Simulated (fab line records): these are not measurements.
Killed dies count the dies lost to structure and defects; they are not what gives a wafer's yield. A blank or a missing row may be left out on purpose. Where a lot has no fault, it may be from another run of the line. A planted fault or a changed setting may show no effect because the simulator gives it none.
Which tool did it? / flow sky130 / Sampling: 24 lots, 72 wafers, 4 of 708 route steps

WHAT THE GAUGES SHOWED, per wafer
SKY_VIA3_OVL_MEAS_13.
lot=L074; measured=day 41 01:50; on=overlay-02; VIA3_OVL (nm)=2 6 6
lot=L075; measured=day 41 05:49; on=overlay-02; VIA3_OVL (nm)=1 -4 0
lot=L076; measured=day 41 09:04; on=overlay-01; VIA3_OVL (nm)=0 3 0
lot=L077; measured=day 42 01:41; on=overlay-02; VIA3_OVL (nm)=-4 -1 3
lot=L078; measured=day 42 07:41; on=overlay-01; VIA3_OVL (nm)=-1 -5 -2
lot=L079; measured=day 42 08:59; on=overlay-01; VIA3_OVL (nm)=2 5 3
lot=L080; measured=day 42 10:17; on=overlay-01; VIA3_OVL (nm)=6 3 6
lot=L081; measured=day 43 07:05; on=overlay-01; VIA3_OVL (nm)=9 9 7
lot=L082; measured=day 43 09:46; on=overlay-01; VIA3_OVL (nm)=-3 -6 -9
lot=L083; measured=day 43 11:29; on=overlay-01; VIA3_OVL (nm)=-1 4 5
lot=L084; measured=day 43 17:07; on=overlay-01; VIA3_OVL (nm)=0 13 3
lot=L085; measured=day 44 06:23; on=overlay-02; VIA3_OVL (nm)=-1 3 1
lot=L086; measured=day 44 11:50; on=overlay-02; VIA3_OVL (nm)=-5 -6 -4
lot=L087; measured=day 44 15:50; on=overlay-02; VIA3_OVL (nm)=0 6 1
lot=L088; measured=day 44 17:11; on=overlay-02; VIA3_OVL (nm)=1 -1 -2
lot=L089; measured=day 45 06:10; on=overlay-01; VIA3_OVL (nm)=3 4 3
lot=L090; measured=day 45 07:19; on=overlay-02; VIA3_OVL (nm)=-1 0 1
lot=L091; measured=day 45 14:02; on=overlay-01; VIA3_OVL (nm)=3 5 7
lot=L092; measured=day 45 16:03; on=overlay-02; VIA3_OVL (nm)=-7 0 3
lot=L093; measured=day 46 05:46; on=overlay-02; VIA3_OVL (nm)=6 4 6
lot=L094; measured=day 46 06:23; on=overlay-01; VIA3_OVL (nm)=-2 3 -7
lot=L095; measured=day 46 21:21; on=overlay-02; VIA3_OVL (nm)=1 -1 5
lot=L096; measured=day 46 22:38; on=overlay-02; VIA3_OVL (nm)=-3 -6 -1
lot=L097; measured=day 47 05:34; on=overlay-01; VIA3_OVL (nm)=2 4 5

SKY_METAL4_OVL_MEAS_14.
lot=L074; measured=day 43 04:49; on=overlay-02; METAL4_OVL (nm)=-1 0 -4
lot=L075; measured=day 43 09:25; on=overlay-01; METAL4_OVL (nm)=4 -6 -7
lot=L076; measured=day 43 11:54; on=overlay-01; METAL4_OVL (nm)=2 6 8
lot=L077; measured=day 44 04:51; on=overlay-02; METAL4_OVL (nm)=-3 -1 -1
lot=L078; measured=day 44 09:45; on=overlay-01; METAL4_OVL (nm)=-1 -1 -7
lot=L079; measured=day 44 10:23; on=overlay-01; METAL4_OVL (nm)=6 6 0
lot=L080; measured=day 44 12:16; on=overlay-01; METAL4_OVL (nm)=5 -2 0
lot=L081; measured=day 45 07:57; on=overlay-01; METAL4_OVL (nm)=-1 -6 2
lot=L082; measured=day 45 10:50; on=overlay-02; METAL4_OVL (nm)=5 3 12
lot=L083; measured=day 45 12:11; on=overlay-01; METAL4_OVL (nm)=7 2 1
lot=L084; measured=day 45 17:17; on=overlay-01; METAL4_OVL (nm)=-7 -4 -6
lot=L085; measured=day 46 05:38; on=overlay-01; METAL4_OVL (nm)=11 7 13
lot=L086; measured=day 46 09:05; on=overlay-02; METAL4_OVL (nm)=-2 -6 -8
lot=L087; measured=day 46 14:23; on=overlay-02; METAL4_OVL (nm)=-3 5 -4
lot=L088; measured=day 46 16:11; on=overlay-01; METAL4_OVL (nm)=-2 -1 -6
lot=L089; measured=day 47 04:26; on=overlay-01; METAL4_OVL (nm)=2 -1 2
lot=L090; measured=day 47 05:12; on=overlay-02; METAL4_OVL (nm)=-9 -6 -5
lot=L091; measured=day 47 11:29; on=overlay-01; METAL4_OVL (nm)=-4 -12 -9
lot=L092; measured=day 47 13:00; on=overlay-01; METAL4_OVL (nm)=-5 4 1
lot=L093; measured=day 48 03:25; on=overlay-01; METAL4_OVL (nm)=-7 -11 -11
lot=L094; measured=day 48 03:41; on=overlay-01; METAL4_OVL (nm)=1 -1 -1
lot=L095; measured=day 48 16:47; on=overlay-02; METAL4_OVL (nm)=-7 -14 -13
lot=L096; measured=day 48 17:53; on=overlay-02; METAL4_OVL (nm)=12 10 11
lot=L097; measured=day 49 00:23; on=overlay-02; METAL4_OVL (nm)=-6 -3 -7

EACH LOT AND THE TOOL THAT RAN IT (in order: tool; ch and the chambers of the sampled wafers; start)
lot=L074; SKY_CONTACT_SPUTTER_23=pvd_sputter-03, day 32 22:20; SKY_METAL2_SPUTTER_01=pvd_sputter-01, day 35 08:44
lot=L075; SKY_CONTACT_SPUTTER_23=pvd_sputter-04, day 33 02:11; SKY_METAL2_SPUTTER_01=pvd_sputter-02, day 35 12:52
lot=L076; SKY_CONTACT_SPUTTER_23=pvd_sputter-03, day 33 06:29; SKY_METAL2_SPUTTER_01=pvd_sputter-04, day 35 17:21
lot=L077; SKY_CONTACT_SPUTTER_23=pvd_sputter-03, day 34 01:41; SKY_METAL2_SPUTTER_01=pvd_sputter-04, day 36 12:05
lot=L078; SKY_CONTACT_SPUTTER_23=pvd_sputter-03, day 34 05:36; SKY_METAL2_SPUTTER_01=pvd_sputter-04, day 36 16:32
lot=L079; SKY_CONTACT_SPUTTER_23=pvd_sputter-04, day 34 08:48; SKY_METAL2_SPUTTER_01=pvd_sputter-02, day 36 18:38
lot=L080; SKY_CONTACT_SPUTTER_23=pvd_sputter-03, day 34 12:48; SKY_METAL2_SPUTTER_01=pvd_sputter-01, day 36 22:26
lot=L081; SKY_CONTACT_SPUTTER_23=pvd_sputter-04, day 35 09:53; SKY_METAL2_SPUTTER_01=pvd_sputter-02, day 37 19:24
lot=L082; SKY_CONTACT_SPUTTER_23=pvd_sputter-03, day 35 11:36; SKY_METAL2_SPUTTER_01=pvd_sputter-01, day 37 21:04
lot=L083; SKY_CONTACT_SPUTTER_23=pvd_sputter-03, day 35 15:53; SKY_METAL2_SPUTTER_01=pvd_sputter-04, day 38 00:35
lot=L084; SKY_CONTACT_SPUTTER_23=pvd_sputter-04, day 35 22:05; SKY_METAL2_SPUTTER_01=pvd_sputter-01, day 38 06:27
lot=L085; SKY_CONTACT_SPUTTER_23=pvd_sputter-01, day 36 14:29; SKY_METAL2_SPUTTER_01=pvd_sputter-02, day 38 23:07
lot=L086; SKY_CONTACT_SPUTTER_23=pvd_sputter-04, day 36 18:08; SKY_METAL2_SPUTTER_01=pvd_sputter-04, day 39 03:10
lot=L087; SKY_CONTACT_SPUTTER_23=pvd_sputter-04, day 36 23:21; SKY_METAL2_SPUTTER_01=pvd_sputter-04, day 39 07:31
lot=L088; SKY_CONTACT_SPUTTER_23=pvd_sputter-03, day 36 23:43; SKY_METAL2_SPUTTER_01=pvd_sputter-02, day 39 08:42
lot=L089; SKY_CONTACT_SPUTTER_23=pvd_sputter-04, day 37 16:10; SKY_METAL2_SPUTTER_01=pvd_sputter-04, day 39 23:07
lot=L090; SKY_CONTACT_SPUTTER_23=pvd_sputter-04, day 37 18:54; SKY_METAL2_SPUTTER_01=pvd_sputter-04, day 40 02:33
lot=L091; SKY_CONTACT_SPUTTER_23=pvd_sputter-01, day 38 01:37; SKY_METAL2_SPUTTER_01=pvd_sputter-04, day 40 09:07
lot=L092; SKY_CONTACT_SPUTTER_23=pvd_sputter-03, day 38 03:01; SKY_METAL2_SPUTTER_01=pvd_sputter-02, day 40 09:47
lot=L093; SKY_CONTACT_SPUTTER_23=pvd_sputter-04, day 38 16:35; SKY_METAL2_SPUTTER_01=pvd_sputter-04, day 40 23:46
lot=L094; SKY_CONTACT_SPUTTER_23=pvd_sputter-03, day 38 21:29; SKY_METAL2_SPUTTER_01=pvd_sputter-01, day 41 03:33
lot=L095; SKY_CONTACT_SPUTTER_23=pvd_sputter-03, day 39 11:59; SKY_METAL2_SPUTTER_01=pvd_sputter-01, day 41 16:43
lot=L096; SKY_CONTACT_SPUTTER_23=pvd_sputter-01, day 39 12:50; SKY_METAL2_SPUTTER_01=pvd_sputter-04, day 41 18:13
lot=L097; SKY_CONTACT_SPUTTER_23=pvd_sputter-01, day 39 21:12; SKY_METAL2_SPUTTER_01=pvd_sputter-01, day 42 03:30
- SKY_CONTACT_SPUTTER_23: material TiN, target thk 20 nm, time 80 s.
- SKY_METAL2_SPUTTER_01: material TiN, target thk 20 nm, time 16.7 s.

WHAT THE TOOLS THEMSELVES READ (means of the sampled wafers that have a number; where no wafer has one, the mark that the record gives instead)
SKY_CONTACT_SPUTTER_23.
lot=L074; tool=pvd_sputter-03; throttle_valve_pct (%)=30.3
lot=L075; tool=pvd_sputter-04; throttle_valve_pct (%)=29.4
lot=L076; tool=pvd_sputter-03; throttle_valve_pct (%)=29.9
lot=L077; tool=pvd_sputter-03; throttle_valve_pct (%)=30.3
lot=L078; tool=pvd_sputter-03; throttle_valve_pct (%)=29.8
lot=L079; tool=pvd_sputter-04; throttle_valve_pct (%)=29.4
lot=L080; tool=pvd_sputter-03; throttle_valve_pct (%)=30.2
lot=L081; tool=pvd_sputter-04; throttle_valve_pct (%)=28.9
lot=L082; tool=pvd_sputter-03; throttle_valve_pct (%)=30.0
lot=L083; tool=pvd_sputter-03; throttle_valve_pct (%)=30.1
lot=L084; tool=pvd_sputter-04; throttle_valve_pct (%)=29.4
lot=L085; tool=pvd_sputter-01; throttle_valve_pct (%)=29.4
lot=L086; tool=pvd_sputter-04; throttle_valve_pct (%)=30.0
lot=L087; tool=pvd_sputter-04; throttle_valve_pct (%)=28.8
lot=L088; tool=pvd_sputter-03; throttle_valve_pct (%)=30.1
lot=L089; tool=pvd_sputter-04; throttle_valve_pct (%)=29.8
lot=L090; tool=pvd_sputter-04; throttle_valve_pct (%)=29.8
lot=L091; tool=pvd_sputter-01; throttle_valve_pct (%)=29.5
lot=L092; tool=pvd_sputter-03; throttle_valve_pct (%)=29.6
lot=L093; tool=pvd_sputter-04; throttle_valve_pct (%)=29.6
lot=L094; tool=pvd_sputter-03; throttle_valve_pct (%)=29.9
lot=L095; tool=pvd_sputter-03; throttle_valve_pct (%)=30.1
lot=L096; tool=pvd_sputter-01; throttle_valve_pct (%)=30.3
lot=L097; tool=pvd_sputter-01; throttle_valve_pct (%)=29.6

SKY_METAL2_SPUTTER_01.
lot=L074; tool=pvd_sputter-01; throttle_valve_pct (%)=30.4
lot=L075; tool=pvd_sputter-02; throttle_valve_pct (%)=30.1
lot=L076; tool=pvd_sputter-04; throttle_valve_pct (%)=29.3
lot=L077; tool=pvd_sputter-04; throttle_valve_pct (%)=29.0
lot=L078; tool=pvd_sputter-04; throttle_valve_pct (%)=29.8
lot=L079; tool=pvd_sputter-02; throttle_valve_pct (%)=30.4
lot=L080; tool=pvd_sputter-01; throttle_valve_pct (%)=30.2
lot=L081; tool=pvd_sputter-02; throttle_valve_pct (%)=30.2
lot=L082; tool=pvd_sputter-01; throttle_valve_pct (%)=28.5
lot=L083; tool=pvd_sputter-04; throttle_valve_pct (%)=29.7
lot=L084; tool=pvd_sputter-01; throttle_valve_pct (%)=29.7
lot=L085; tool=pvd_sputter-02; throttle_valve_pct (%)=30.4
lot=L086; tool=pvd_sputter-04; throttle_valve_pct (%)=30.1
lot=L087; tool=pvd_sputter-04; throttle_valve_pct (%)=29.4
lot=L088; tool=pvd_sputter-02; throttle_valve_pct (%)=30.4
lot=L089; tool=pvd_sputter-04; throttle_valve_pct (%)=29.4
lot=L090; tool=pvd_sputter-04; throttle_valve_pct (%)=28.8
lot=L091; tool=pvd_sputter-04; throttle_valve_pct (%)=30.0
lot=L092; tool=pvd_sputter-02; throttle_valve_pct (%)=30.4
lot=L093; tool=pvd_sputter-04; throttle_valve_pct (%)=29.5
lot=L094; tool=pvd_sputter-01; throttle_valve_pct (%)=29.6
lot=L095; tool=pvd_sputter-01; throttle_valve_pct (%)=29.4
lot=L096; tool=pvd_sputter-04; throttle_valve_pct (%)=28.8
lot=L097; tool=pvd_sputter-01; throttle_valve_pct (%)=29.3

THE ANSWER, worked out from the rows above alone
Rule: usual is defined by the lots themselves. Put in order of their means at a reading, lots are off if they are a third of the lots or fewer, leave a main group of 4 or more, and stand apart from it by a gap of 3 or more times the standard deviation of the main group's means; of several such gaps the widest counts. The tables above print the reading to a certain number of digits; a main group whose means all agree to those digits is not used. A lot without any number at a reading at which 4 lots or more have one is off too. The other lots that the step has rows for count as sound. The gauges are gone through in route order, then the tools' own readings, and for those a lot's mean is taken as printed above. The first step at which some lot is off is used, and at that step the reading that is off furthest; a lot without a number counts as furthest.
Across all readings shown, no lot is off: no conclusion can be drawn from this.

WHAT THE SIMULATOR HAD PUT IN
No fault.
